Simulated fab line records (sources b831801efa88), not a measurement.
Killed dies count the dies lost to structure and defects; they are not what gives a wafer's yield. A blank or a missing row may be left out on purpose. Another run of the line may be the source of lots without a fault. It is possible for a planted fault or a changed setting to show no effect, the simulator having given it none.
The tool behind it: which one? | flow gf180mcu | Sampling: 14 lots, 42 wafers, 4 of 602 route steps

== WHAT EACH GAUGE READ, for each wafer ==
GF_STI_THK_MEAS_30.
lot  | measured    | on            | STI_OXIDATION_02_THK (nm)
L506 | day 2 07:54 | film-metro-01 | 10.09 10.18 9.95
L507 | day 2 12:25 | film-metro-04 | 10.28 10.14 10.22
L509 | day 2 21:14 | film-metro-04 | 10.28 10.23 10.24
L510 | day 3 02:42 | film-metro-01 | 10.39 10.46 10.42
L511 | day 3 07:00 | film-metro-01 | 9.86 9.95 9.77
L512 | day 3 15:14 | film-metro-04 | 9.78 9.87 9.80
L513 | day 3 20:14 | film-metro-02 | 10.39 10.38 10.32
L515 | day 4 03:10 | film-metro-04 | 10.26 10.14 10.09
L516 | day 4 10:25 | film-metro-01 | 9.60 9.92 9.69
L520 | day 5 06:55 | film-metro-02 | 10.10 10.19 10.23
L523 | day 5 23:11 | film-metro-01 | 10.26 10.18 10.14
L525 | day 6 08:26 | film-metro-04 | 9.92 9.93 9.92
L528 | day 6 23:08 | film-metro-02 | 9.78 9.81 9.86
L529 | day 7 07:41 | film-metro-04 | 9.96 9.87 9.83

GF_NWELL_OVL_MEAS_07.
lot  | measured    | on         | NWELL_OVL (nm)
L506 | day 3 07:52 | overlay-01 | -0.8 0.3 1.2
L507 | day 3 13:25 | overlay-02 | 0.6 0.0 -0.1
L509 | day 3 23:18 | overlay-01 | 1.3 1.0 0.5
L510 | day 4 04:19 | overlay-01 | 0.7 -1.5 -0.6
L511 | day 4 08:43 | overlay-02 | 1.0 0.3 0.5
L512 | day 4 17:10 | overlay-01 | 0.5 2.1 1.1
L513 | day 4 23:58 | overlay-01 | -1.1 -0.2 0.6
L515 | day 5 06:25 | overlay-02 | 0.0 -1.6 -0.4
L516 | day 5 15:22 | overlay-01 | 1.4 3.3 1.1
L520 | day 6 12:40 | overlay-02 | 0.3 0.7 0.9
L523 | day 7 06:22 | overlay-01 | 0.9 1.7 0.2
L525 | day 7 16:52 | overlay-01 | -0.5 -0.1 -1.4
L528 | day 8 07:13 | overlay-01 | 1.5 1.3 2.4
L529 | day 8 16:22 | overlay-01 | 1.7 3.1 2.0

GF_MVPSD_OVL_MEAS_07.
lot  | measured     | on         | MVPSD_OVL (nm)
L506 | day 5 00:28  | overlay-01 | -0.8 1.7 0.0
L507 | day 5 06:40  | overlay-01 | -0.1 0.2 -0.7
L509 | day 5 18:25  | overlay-02 | -0.9 -0.2 -0.7
L510 | day 5 23:59  | overlay-01 | 0.0 1.7 1.2
L511 | day 6 03:49  | overlay-02 | -1.2 -1.3 -1.3
L512 | day 6 15:10  | overlay-02 | 1.7 1.4 0.7
L513 | day 6 21:13  | overlay-01 | -0.8 -1.8 -2.4
L515 | day 7 05:38  | overlay-01 | -1.5 -0.8 -0.8
L516 | day 7 14:03  | overlay-01 | -0.1 0.9 -0.5
L520 | day 8 13:35  | overlay-02 | 1.3 0.3 0.9
L523 | day 9 07:56  | overlay-02 | -1.1 -0.7 -1.1
L525 | day 9 19:56  | overlay-01 | -1.1 -0.7 -0.6
L528 | day 10 10:34 | overlay-02 | -2.5 -3.4 -1.7
L529 | day 10 20:13 | overlay-02 | 0.3 -0.5 -0.6

== WHICH TOOL RAN EACH LOT (tool, then ch and the chambers of the sampled wafers, then the start) ==
lot  | GF_MVSD_STRIP_10
L506 | plasma-asher-04 ch 0, day 4 10:29
L507 | plasma-asher-04 ch 0,1, day 4 16:20
L509 | plasma-asher-01 ch 0,1, day 5 03:34
L510 | plasma-asher-02 ch 0,1, day 5 08:53
L511 | plasma-asher-01 ch 0,1, day 5 13:02
L512 | plasma-asher-01 ch 0,1, day 5 23:44
L513 | plasma-asher-02 ch 0,1, day 6 05:44
L515 | plasma-asher-04 ch 0,1, day 6 14:20
L516 | plasma-asher-01 ch 0,1, day 6 22:47
L520 | plasma-asher-02 ch 1, day 7 21:32
L523 | plasma-asher-02 ch 0,1, day 8 15:59
L525 | plasma-asher-02 ch 0,1, day 9 02:23
L528 | plasma-asher-02 ch 0,1, day 9 17:15
L529 | plasma-asher-02 ch 0,1, day 10 02:44
- GF_MVSD_STRIP_10: strips in O2/N2.

== AS READ BY THE TOOLS THEMSELVES (means over the sampled wafers that have a number; for cases with no such wafer, the mark the record gives instead) ==
GF_MVSD_STRIP_10.
lot  | tool            | drypump-motor-current-A (A) | heater-power-w (W) | o2-flow-sccm (sccm) | oes-product-au (a.u.) | strip-time-to-endpoint-s (s)
L506 | plasma-asher-04 | 6.7                         | 323                | 3012                | 0.719                 | 36.87
L507 | plasma-asher-04 | 6.0                         | 338                | 3006                | 0.728                 | 37.24
L509 | plasma-asher-01 | 5.7                         | 306                | 3004                | 0.722                 | 36.95
L510 | plasma-asher-02 | 5.8                         | 324                | 3000                | 0.722                 | 36.80
L511 | plasma-asher-01 | 5.7                         | 303                | 2996                | 0.719                 | 36.82
L512 | plasma-asher-01 | 5.7                         | 312                | 2597                | 0.722                 | 37.42
L513 | plasma-asher-02 | 6.0                         | 341                | 2993                | 0.724                 | 37.05
L515 | plasma-asher-04 | 6.0                         | 337                | 2998                | 0.718                 | 36.96
L516 | plasma-asher-01 | 5.7                         | 299                | 2801                | 0.719                 | 37.18
L520 | plasma-asher-02 | 6.2                         | 358                | 2992                | 0.719                 | 37.06
L523 | plasma-asher-02 | 6.0                         | 342                | 3002                | 0.721                 | 36.83
L525 | plasma-asher-02 | 6.0                         | 345                | 2995                | 0.725                 | 37.06
L528 | plasma-asher-02 | 6.0                         | 344                | 2992                | 0.726                 | 36.94
L529 | plasma-asher-02 | 6.0                         | 347                | 2998                | 0.726                 | 36.97

== THE ANSWER, worked out from the rows above alone ==
Rule: the lots themselves supply what counts as usual. Put in order of their means at a reading, lots are off if they are a third of the lots or fewer, leave a main group of 4 or more, and stand apart from it by a gap of 3 or more times the standard deviation of the main group's means; of several such gaps the widest counts. The tables above print the reading to a certain number of digits; a main group whose means all agree to those digits is not used. Also off: a lot with no number at a reading for which 4 or more lots have one. The other lots that the step has rows for count as sound. Order of review: gauges by route order, followed by the tools' own readings, for which a lot's mean as printed above is used. At the first step where some lot is off, the reading lying furthest off is the one used; lots without a number count as furthest.
Off: L512, L516, at GF_MVSD_STRIP_10 (o2-flow-sccm). For the main group the mean is 2999 sccm and the standard deviation 5.9.
If a tool, at that step or one of the process steps before it, ran each lot that is off and ran no sound lot following the first of them, it fits. One fits: plasma-asher-01 at GF_MVSD_STRIP_10. Its last sound lot is L511 (day 5 13:02), its first lot that is off L512 (day 5 23:44): a fault that began between those two fits.
On the lots that are off, the tool's own readings at GF_MVSD_STRIP_10 differ by more than 5 times the standard deviation of the sound lots' means, which bears it out; o2-flow-sccm reads 2699 sccm there versus 2999 sccm on the sound lots.

== WHAT WAS PUT IN BY THE SIMULATOR ==
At GF_MVSD_STRIP_10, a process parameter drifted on plasma-asher-01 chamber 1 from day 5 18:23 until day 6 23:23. Setting o2-flow-sccm, moved by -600, from 3000. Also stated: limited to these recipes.
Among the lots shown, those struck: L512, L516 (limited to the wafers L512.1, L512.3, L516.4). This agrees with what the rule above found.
